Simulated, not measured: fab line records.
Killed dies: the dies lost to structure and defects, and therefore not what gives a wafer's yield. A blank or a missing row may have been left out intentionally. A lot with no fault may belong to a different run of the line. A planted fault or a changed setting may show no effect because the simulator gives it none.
What tool caused it? || flow sky130 || 12 lots, 36 wafers sampled, at 5 steps of a route of 708

## WHAT THE GAUGES SHOWED, per wafer
SKY_LDD_HVN_OVL_MEAS_07. Usual: LDD_HVN_OVL gives -0.2 nm (standard deviation 1.4).
{"lot": "L125", "measured": "day 21 07:35", "on": "overlay-02", "LDD_HVN_OVL (nm)": "1.2 -1.7 -1.3", "flag": ""}
{"lot": "L126", "measured": "day 21 07:49", "on": "overlay-01", "LDD_HVN_OVL (nm)": "1.8 1.3 1.3", "flag": ""}
{"lot": "L127", "measured": "day 21 09:37", "on": "overlay-01", "LDD_HVN_OVL (nm)": "1.7 3.3 1.5", "flag": ""}
{"lot": "L130", "measured": "day 23 00:19", "on": "overlay-02", "LDD_HVN_OVL (nm)": "-0.2 0.8 -0.5", "flag": ""}
{"lot": "L131", "measured": "day 23 10:59", "on": "overlay-01", "LDD_HVN_OVL (nm)": "-3.0 0.8 -1.9", "flag": ""}
{"lot": "L137", "measured": "day 25 07:08", "on": "overlay-01", "LDD_HVN_OVL (nm)": "-0.4 0.5 0.6", "flag": ""}
{"lot": "L138", "measured": "day 25 20:08", "on": "overlay-01", "LDD_HVN_OVL (nm)": "1.1 0.4 -0.2", "flag": ""}
{"lot": "L140", "measured": "day 26 04:02", "on": "overlay-02", "LDD_HVN_OVL (nm)": "0.1 0.7 -0.1", "flag": ""}
{"lot": "L141", "measured": "day 26 13:20", "on": "overlay-01", "LDD_HVN_OVL (nm)": "-2.2 1.1 -0.4", "flag": ""}
{"lot": "L142", "measured": "day 26 16:41", "on": "overlay-02", "LDD_HVN_OVL (nm)": "-0.8 0.7 2.2", "flag": ""}
{"lot": "L144", "measured": "day 27 12:50", "on": "overlay-02", "LDD_HVN_OVL (nm)": "-1.6 -1.6 -1.2", "flag": ""}
{"lot": "L147", "measured": "day 28 12:02", "on": "overlay-01", "LDD_HVN_OVL (nm)": "1.4 -0.5 0.6", "flag": ""}

SKY_LDD_HVP_TW_MEAS_10. Usual: LDD_HVP_TW gives 458 (standard deviation 3.4).
{"lot": "L125", "measured": "day 22 15:06", "on": "filmMetro-02", "LDD_HVP_TW": "457 457 455", "flag": ""}
{"lot": "L126", "measured": "day 22 15:14", "on": "filmMetro-04", "LDD_HVP_TW": "458 458 459", "flag": ""}
{"lot": "L127", "measured": "day 22 16:09", "on": "filmMetro-01", "LDD_HVP_TW": "459 460 462", "flag": ""}
{"lot": "L130", "measured": "day 24 07:12", "on": "filmMetro-01", "LDD_HVP_TW": "434 435 437", "flag": "OFF"}
{"lot": "L131", "measured": "day 24 18:01", "on": "filmMetro-04", "LDD_HVP_TW": "435 437 434", "flag": "OFF"}
{"lot": "L137", "measured": "day 26 12:31", "on": "filmMetro-01", "LDD_HVP_TW": "460 459 457", "flag": ""}
{"lot": "L138", "measured": "day 27 01:16", "on": "filmMetro-02", "LDD_HVP_TW": "452 454 453", "flag": ""}
{"lot": "L140", "measured": "day 27 10:05", "on": "filmMetro-01", "LDD_HVP_TW": "463 464 464", "flag": ""}
{"lot": "L141", "measured": "day 27 18:23", "on": "filmMetro-01", "LDD_HVP_TW": "463 464 464", "flag": ""}
{"lot": "L142", "measured": "day 27 21:53", "on": "filmMetro-01", "LDD_HVP_TW": "463 463 462", "flag": ""}
{"lot": "L144", "measured": "day 28 17:58", "on": "filmMetro-01", "LDD_HVP_TW": "457 457 459", "flag": ""}
{"lot": "L147", "measured": "day 29 16:01", "on": "filmMetro-04", "LDD_HVP_TW": "454 455 455", "flag": ""}

SKY_POLY_CUT_CD_MEAS_08 targets a cd of 270 nm. Usual: cdNm 269.8 nm, standard deviation 1.5.
{"lot": "L125", "measured": "day 25 04:05", "on": "cdSem-02", "cdNm (nm)": "272.0 273.2 271.6", "flag": ""}
{"lot": "L126", "measured": "day 25 07:05", "on": "cdSem-02", "cdNm (nm)": "272.3 270.6 271.2", "flag": ""}
{"lot": "L127", "measured": "day 25 07:27", "on": "cdSem-01", "cdNm (nm)": "268.0 269.7 268.3", "flag": ""}
{"lot": "L130", "measured": "day 26 19:53", "on": "cdSem-01", "cdNm (nm)": "268.9 267.7 267.7", "flag": ""}
{"lot": "L131", "measured": "day 27 07:32", "on": "cdSem-01", "cdNm (nm)": "270.1 269.2 269.6", "flag": ""}
{"lot": "L137", "measured": "day 28 23:38", "on": "cdSem-01", "cdNm (nm)": "268.9 267.1 267.7", "flag": ""}
{"lot": "L138", "measured": "day 29 12:21", "on": "cdSem-01", "cdNm (nm)": "268.9 268.7 269.4", "flag": ""}
{"lot": "L140", "measured": "day 29 21:40", "on": "cdSem-02", "cdNm (nm)": "269.2 269.5 270.4", "flag": ""}
{"lot": "L141", "measured": "day 30 06:17", "on": "cdSem-02", "cdNm (nm)": "270.1 269.7 269.9", "flag": ""}
{"lot": "L142", "measured": "day 30 08:29", "on": "cdSem-01", "cdNm (nm)": "272.3 273.6 273.0", "flag": ""}
{"lot": "L144", "measured": "day 31 04:05", "on": "cdSem-02", "cdNm (nm)": "271.0 271.2 269.8", "flag": ""}
{"lot": "L147", "measured": "day 32 02:49", "on": "cdSem-02", "cdNm (nm)": "269.0 269.3 268.5", "flag": ""}

## WHICH TOOL RAN EACH LOT (tool, then ch and the chambers of the sampled wafers, then the start)
{"lot": "L125", "SKY_POLY_GATE_ETCH_17": "rieSi-01 ch 2,3, day 17 08:37", "SKY_LDD_HVP_IMPLANT_08": "implanter-04 ch 0, day 22 14:53"}
{"lot": "L126", "SKY_POLY_GATE_ETCH_17": "rieSi-02 ch 0,1,3, day 17 08:49", "SKY_LDD_HVP_IMPLANT_08": "implanter-03 ch 0, day 22 15:01"}
{"lot": "L127", "SKY_POLY_GATE_ETCH_17": "rieSi-02 ch 0,2,3, day 17 11:58", "SKY_LDD_HVP_IMPLANT_08": "implanter-04 ch 0, day 22 15:56"}
{"lot": "L130", "SKY_POLY_GATE_ETCH_17": "rieSi-02 ch 1,2,3, day 19 01:43", "SKY_LDD_HVP_IMPLANT_08": "implanter-03 ch 0, day 24 06:59"}
{"lot": "L131", "SKY_POLY_GATE_ETCH_17": "rieSi-01 ch 0,2,3, day 19 12:19", "SKY_LDD_HVP_IMPLANT_08": "implanter-03 ch 0, day 24 17:46"}
{"lot": "L137", "SKY_POLY_GATE_ETCH_17": "rieSi-02 ch 0,2,3, day 21 10:10", "SKY_LDD_HVP_IMPLANT_08": "implanter-01 ch 0, day 26 12:16"}
{"lot": "L138", "SKY_POLY_GATE_ETCH_17": "rieSi-01 ch 0,1,3, day 21 23:41", "SKY_LDD_HVP_IMPLANT_08": "implanter-01 ch 0, day 27 01:01"}
{"lot": "L140", "SKY_POLY_GATE_ETCH_17": "rieSi-01 ch 0,3, day 22 08:13", "SKY_LDD_HVP_IMPLANT_08": "implanter-03 ch 0, day 27 09:52"}
{"lot": "L141", "SKY_POLY_GATE_ETCH_17": "rieSi-02 ch 0,2, day 22 17:55", "SKY_LDD_HVP_IMPLANT_08": "implanter-04 ch 0, day 27 18:10"}
{"lot": "L142", "SKY_POLY_GATE_ETCH_17": "rieSi-01 ch 2,3, day 22 19:37", "SKY_LDD_HVP_IMPLANT_08": "implanter-03 ch 0, day 27 21:38"}
{"lot": "L144", "SKY_POLY_GATE_ETCH_17": "rieSi-01 ch 0,1,3, day 23 18:08", "SKY_LDD_HVP_IMPLANT_08": "implanter-03 ch 0, day 28 17:43"}
{"lot": "L147", "SKY_POLY_GATE_ETCH_17": "rieSi-02 ch 1,2,3, day 24 18:01", "SKY_LDD_HVP_IMPLANT_08": "implanter-04 ch 0, day 29 15:47"}
- SKY_POLY_GATE_ETCH_17: etches poly-Si in HBr/Cl2, stops on SiO2, target depth 180 nm, time 70.5 s.
- SKY_LDD_HVP_IMPLANT_08

## WHAT THE TOOLS THEMSELVES READ (means of the sampled wafers that have a number; where no wafer has one, the mark that the record gives instead)
SKY_POLY_GATE_ETCH_17. Usual: chamberPressureMTorr 10.000 mTorr, standard deviation 0.0081; drypumpMotorCurrentA 5.7 A, standard deviation 0.36; mfcCl2Sccm 49.97 sccm, standard deviation 0.15; oesProductAu 0.984 a.u., standard deviation 0.0073; throttleValvePct 33.685 %, standard deviation 0.0097.
{"lot": "L125", "tool": "rieSi-01", "chamberPressureMTorr (mTorr)": 10.000, "drypumpMotorCurrentA (A)": 5.7, "mfcCl2Sccm (sccm)": 49.91, "oesProductAu (a.u.)": 0.985, "throttleValvePct (%)": 33.682, "flag": ""}
{"lot": "L126", "tool": "rieSi-02", "chamberPressureMTorr (mTorr)": 9.999, "drypumpMotorCurrentA (A)": 5.7, "mfcCl2Sccm (sccm)": 49.99, "oesProductAu (a.u.)": 0.984, "throttleValvePct (%)": 33.684, "flag": ""}
{"lot": "L127", "tool": "rieSi-02", "chamberPressureMTorr (mTorr)": 10.002, "drypumpMotorCurrentA (A)": 5.7, "mfcCl2Sccm (sccm)": 50.00, "oesProductAu (a.u.)": 0.983, "throttleValvePct (%)": 33.672, "flag": ""}
{"lot": "L130", "tool": "rieSi-02", "chamberPressureMTorr (mTorr)": 10.003, "drypumpMotorCurrentA (A)": 5.9, "mfcCl2Sccm (sccm)": 49.82, "oesProductAu (a.u.)": 0.985, "throttleValvePct (%)": 33.686, "flag": ""}
{"lot": "L131", "tool": "rieSi-01", "chamberPressureMTorr (mTorr)": 9.999, "drypumpMotorCurrentA (A)": 5.8, "mfcCl2Sccm (sccm)": 50.01, "oesProductAu (a.u.)": 0.992, "throttleValvePct (%)": 33.691, "flag": ""}
{"lot": "L137", "tool": "rieSi-02", "chamberPressureMTorr (mTorr)": 10.000, "drypumpMotorCurrentA (A)": 5.7, "mfcCl2Sccm (sccm)": 50.00, "oesProductAu (a.u.)": 0.986, "throttleValvePct (%)": 33.677, "flag": ""}
{"lot": "L138", "tool": "rieSi-01", "chamberPressureMTorr (mTorr)": 10.002, "drypumpMotorCurrentA (A)": 5.6, "mfcCl2Sccm (sccm)": 49.97, "oesProductAu (a.u.)": 0.993, "throttleValvePct (%)": 33.681, "flag": ""}
{"lot": "L140", "tool": "rieSi-01", "chamberPressureMTorr (mTorr)": 10.004, "drypumpMotorCurrentA (A)": 5.7, "mfcCl2Sccm (sccm)": 49.90, "oesProductAu (a.u.)": 0.978, "throttleValvePct (%)": 33.686, "flag": ""}
{"lot": "L141", "tool": "rieSi-02", "chamberPressureMTorr (mTorr)": 10.001, "drypumpMotorCurrentA (A)": 5.5, "mfcCl2Sccm (sccm)": 49.98, "oesProductAu (a.u.)": 0.984, "throttleValvePct (%)": 33.686, "flag": ""}
{"lot": "L142", "tool": "rieSi-01", "chamberPressureMTorr (mTorr)": 9.998, "drypumpMotorCurrentA (A)": 5.6, "mfcCl2Sccm (sccm)": 49.95, "oesProductAu (a.u.)": 0.979, "throttleValvePct (%)": 33.682, "flag": ""}
{"lot": "L144", "tool": "rieSi-01", "chamberPressureMTorr (mTorr)": 10.003, "drypumpMotorCurrentA (A)": 5.6, "mfcCl2Sccm (sccm)": 49.99, "oesProductAu (a.u.)": 0.981, "throttleValvePct (%)": 33.676, "flag": ""}
{"lot": "L147", "tool": "rieSi-02", "chamberPressureMTorr (mTorr)": 10.003, "drypumpMotorCurrentA (A)": 5.8, "mfcCl2Sccm (sccm)": 49.88, "oesProductAu (a.u.)": 0.996, "throttleValvePct (%)": 33.680, "flag": ""}

SKY_LDD_HVP_IMPLANT_08. Usual: beamOnS 10.00 s, standard deviation 0.19; doseIonsCm2 1.7002e+13, standard deviation 1.7e+10; faradayCurrentUA 95.9, standard deviation 1.8.
{"lot": "L125", "tool": "implanter-04", "beamOnS (s)": 10.07, "doseIonsCm2": 1.7005e+13, "faradayCurrentUA": 95.5, "flag": ""}
{"lot": "L126", "tool": "implanter-03", "beamOnS (s)": 9.85, "doseIonsCm2": 1.7018e+13, "faradayCurrentUA": 97.0, "flag": ""}
{"lot": "L127", "tool": "implanter-04", "beamOnS (s)": 9.99, "doseIonsCm2": 1.7006e+13, "faradayCurrentUA": 96.3, "flag": ""}
{"lot": "L130", "tool": "implanter-03", "beamOnS (s)": 10.06, "doseIonsCm2": 1.4415e+13, "faradayCurrentUA": 80.7, "flag": "OFF"}
{"lot": "L131", "tool": "implanter-03", "beamOnS (s)": 10.19, "doseIonsCm2": 1.4412e+13, "faradayCurrentUA": 79.4, "flag": "OFF"}
{"lot": "L137", "tool": "implanter-01", "beamOnS (s)": 9.98, "doseIonsCm2": 1.6987e+13, "faradayCurrentUA": 96.1, "flag": ""}
{"lot": "L138", "tool": "implanter-01", "beamOnS (s)": 9.99, "doseIonsCm2": 1.7028e+13, "faradayCurrentUA": 96.2, "flag": ""}
{"lot": "L140", "tool": "implanter-03", "beamOnS (s)": 9.87, "doseIonsCm2": 1.6976e+13, "faradayCurrentUA": 97.4, "flag": ""}
{"lot": "L141", "tool": "implanter-04", "beamOnS (s)": 10.13, "doseIonsCm2": 1.6998e+13, "faradayCurrentUA": 94.5, "flag": ""}
{"lot": "L142", "tool": "implanter-03", "beamOnS (s)": 10.02, "doseIonsCm2": 1.7003e+13, "faradayCurrentUA": 95.8, "flag": ""}
{"lot": "L144", "tool": "implanter-03", "beamOnS (s)": 9.80, "doseIonsCm2": 1.7008e+13, "faradayCurrentUA": 97.5, "flag": ""}
{"lot": "L147", "tool": "implanter-04", "beamOnS (s)": 9.89, "doseIonsCm2": 1.6998e+13, "faradayCurrentUA": 96.9, "flag": ""}

## THE ANSWER, worked out from the rows above alone
Rule: lot off if the mean of its wafers having a number is beyond 3 standard deviations from the usual mean. Also off: a lot with no number at a reading for which 4 or more lots have one. The other lots that the step has rows for count as sound. Order of review: gauges by route order, followed by the tools' own readings, for which a lot's mean as printed above is used. At the first step where some lot is off, the reading lying furthest off is the one used; lots without a number count as furthest.
Off: at SKY_LDD_HVP_TW_MEAS_10 (LDD_HVP_TW), L130, L131.
If a tool, at a process step before that reading, ran all the lots that are off and no sound lot after the first of them, it fits. Not tried: the gauges at SKY_LDD_HVP_TW_MEAS_10; whatever is off there is also off at SKY_LDD_HVP_IMPLANT_08, on other tools, and gauge error can't account for it. Of those tried, none fits.

## WHAT THE SIMULATOR HAD PUT IN
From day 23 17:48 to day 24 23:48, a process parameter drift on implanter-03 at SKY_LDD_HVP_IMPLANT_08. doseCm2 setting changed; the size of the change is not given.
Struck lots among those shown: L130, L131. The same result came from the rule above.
